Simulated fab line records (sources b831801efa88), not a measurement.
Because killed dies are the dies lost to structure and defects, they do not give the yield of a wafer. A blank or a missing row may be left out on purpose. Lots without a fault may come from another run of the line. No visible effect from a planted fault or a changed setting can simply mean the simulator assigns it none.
Check for tools in common / flow sky130 / 36 wafers sampled across 12 lots

## REASON IT WAS OPENED
On 4 of the 12 lots, a flag is raised at SKY_SONOS_TUNNEL_CD_MEAS_07 on the reading cd nm. No-fault wafers: 409.3 nm, standard deviation 2.3.
Rule: a lot is flagged when every wafer of it that has a number lies more than 4 standard deviations from that mean, or none has a number. As for the other lots, they are considered sound.

lot=L371; measured=day 11 04:35; on=cd sem-02; cd nm (nm), wafer by wafer=408.1 409.0 406.7; flag=
lot=L373; measured=day 12 00:13; on=cd sem-01; cd nm (nm), wafer by wafer=406.7 409.1 410.2; flag=
lot=L374; measured=day 12 07:29; on=cd sem-01; cd nm (nm), wafer by wafer=411.4 411.4 411.6; flag=
lot=L376; measured=day 12 21:25; on=cd sem-01; cd nm (nm), wafer by wafer=407.4 408.5 407.4; flag=
lot=L377; measured=day 13 09:40; on=cd sem-01; cd nm (nm), wafer by wafer=412.2 411.8 412.1; flag=
lot=L378; measured=day 13 14:52; on=cd sem-01; cd nm (nm), wafer by wafer=411.1 410.0 408.4; flag=
lot=L383; measured=day 15 07:32; on=cd sem-02; cd nm (nm), wafer by wafer=412.5 411.3 410.6; flag=
lot=L387; measured=day 16 18:41; on=cd sem-01; cd nm (nm), wafer by wafer=335.1 332.7 333.0; flag=FLAGGED
lot=L388; measured=day 16 21:55; on=cd sem-01; cd nm (nm), wafer by wafer=336.5 335.0 333.1; flag=FLAGGED
lot=L389; measured=day 17 05:01; on=cd sem-02; cd nm (nm), wafer by wafer=410.8 409.8 408.0; flag=
lot=L391; measured=day 18 00:35; on=cd sem-01; cd nm (nm), wafer by wafer=362.9 364.9 365.0; flag=FLAGGED
lot=L392; measured=day 18 08:34; on=cd sem-02; cd nm (nm), wafer by wafer=361.5 362.4 364.1; flag=FLAGGED
The numbers of the flagged lots are 348.9 nm on average: -60.4 nm against the usual, or -26 standard deviations.

## TOOL THAT RAN EACH LOT
Before the reading, the record contains 2 process steps out of a 708-step route. Each cell gives the tool, then ch followed by the chambers the sampled wafers passed through, then the start.
lot=L371; flag=; SKY_VT_ADJUST_HVTR_STRIP_10=plasma asher-01 ch 0,1, day 9 07:17; SKY_SONOS_TUNNEL_EXPOSE_04=iline stepper-02 ch 0, day 10 17:43
lot=L373; flag=; SKY_VT_ADJUST_HVTR_STRIP_10=plasma asher-01 ch 0,1, day 10 01:26; SKY_SONOS_TUNNEL_EXPOSE_04=iline stepper-01 ch 0, day 11 12:29
lot=L374; flag=; SKY_VT_ADJUST_HVTR_STRIP_10=plasma asher-02 ch 0,1, day 10 09:02; SKY_SONOS_TUNNEL_EXPOSE_04=iline stepper-02 ch 0, day 11 20:04
lot=L376; flag=; SKY_VT_ADJUST_HVTR_STRIP_10=plasma asher-01 ch 0,1, day 10 21:59; SKY_SONOS_TUNNEL_EXPOSE_04=iline stepper-02 ch 0, day 12 08:47
lot=L377; flag=; SKY_VT_ADJUST_HVTR_STRIP_10=plasma asher-01 ch 0,1, day 11 09:23; SKY_SONOS_TUNNEL_EXPOSE_04=iline stepper-01 ch 0, day 12 21:57
lot=L378; flag=; SKY_VT_ADJUST_HVTR_STRIP_10=plasma asher-02 ch 0,1, day 11 13:26; SKY_SONOS_TUNNEL_EXPOSE_04=iline stepper-01 ch 0, day 13 02:38
lot=L383; flag=; SKY_VT_ADJUST_HVTR_STRIP_10=plasma asher-02 ch 0,1, day 13 03:26; SKY_SONOS_TUNNEL_EXPOSE_04=iline stepper-02 ch 0, day 14 18:37
lot=L387; flag=FLAGGED; SKY_VT_ADJUST_HVTR_STRIP_10=plasma asher-01 ch 0,1, day 14 11:26; SKY_SONOS_TUNNEL_EXPOSE_04=iline stepper-02 ch 0, day 16 04:04
lot=L388; flag=FLAGGED; SKY_VT_ADJUST_HVTR_STRIP_10=plasma asher-02 ch 0,1, day 14 15:08; SKY_SONOS_TUNNEL_EXPOSE_04=iline stepper-02 ch 0, day 16 08:04
lot=L389; flag=; SKY_VT_ADJUST_HVTR_STRIP_10=plasma asher-02 ch 1, day 14 21:20; SKY_SONOS_TUNNEL_EXPOSE_04=iline stepper-01 ch 0, day 16 14:57
lot=L391; flag=FLAGGED; SKY_VT_ADJUST_HVTR_STRIP_10=plasma asher-03 ch 0,1, day 15 14:50; SKY_SONOS_TUNNEL_EXPOSE_04=iline stepper-02 ch 0, day 17 10:04
lot=L392; flag=FLAGGED; SKY_VT_ADJUST_HVTR_STRIP_10=plasma asher-03 ch 0,1, day 15 22:26; SKY_SONOS_TUNNEL_EXPOSE_04=iline stepper-02 ch 0, day 17 17:49
What these steps do:
- SKY_VT_ADJUST_HVTR_STRIP_10: strips in O2/N2.
- SKY_SONOS_TUNNEL_EXPOSE_04: exposes mask TUNM, target cd 410 nm.
- SKY_SONOS_TUNNEL_CD_MEAS_07: target cd 410 nm.

## FLAGGED OVER TOTAL, TOOL BY TOOL (the gauges that took the reading come last)
step=SKY_VT_ADJUST_HVTR_STRIP_10; tool=plasma asher-01; lots run=5; flagged=1; share of the flagged lots=some; sound lots run after its first flagged lot=0
step=SKY_VT_ADJUST_HVTR_STRIP_10; tool=plasma asher-02; lots run=5; flagged=1; share of the flagged lots=some; sound lots run after its first flagged lot=1 (L389)
step=SKY_VT_ADJUST_HVTR_STRIP_10; tool=plasma asher-03; lots run=2; flagged=2; share of the flagged lots=some; sound lots run after its first flagged lot=0
step=SKY_SONOS_TUNNEL_EXPOSE_04; tool=iline stepper-01; lots run=4; flagged=0; share of the flagged lots=none; sound lots run after its first flagged lot=-
step=SKY_SONOS_TUNNEL_EXPOSE_04; tool=iline stepper-02; lots run=8; flagged=4; share of the flagged lots=all; sound lots run after its first flagged lot=0
step=SKY_SONOS_TUNNEL_CD_MEAS_07; tool=cd sem-01; lots run=8; flagged=3; share of the flagged lots=some; sound lots run after its first flagged lot=0
step=SKY_SONOS_TUNNEL_CD_MEAS_07; tool=cd sem-02; lots run=4; flagged=1; share of the flagged lots=some; sound lots run after its first flagged lot=0

## WHAT THE TABLE PERMITS
All flagged lots share 1 row of the table, namely iline stepper-02 at SKY_SONOS_TUNNEL_EXPOSE_04.
- iline stepper-02 at SKY_SONOS_TUNNEL_EXPOSE_04 ran 8 lots, 4 of them flagged. It ran its last sound lot, L383, at day 14 18:37 and its first flagged lot, L387, at day 16 04:04: a fault with its onset between the two fits. Its own readings (exposure dose mJ cm2) fall more than 4 standard deviations out on all wafers of the flagged lots.
Left over: one tool, iline stepper-02 at SKY_SONOS_TUNNEL_EXPOSE_04.

## WHAT WAS PUT IN BY THE SIMULATOR
Process parameter drift: iline stepper-02, from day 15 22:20 on, at SKY_SONOS_TUNNEL_EXPOSE_04. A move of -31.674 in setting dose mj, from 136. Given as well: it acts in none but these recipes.
Struck lots among those shown: L387, L388, L391, L392. Same finding as the rule above.
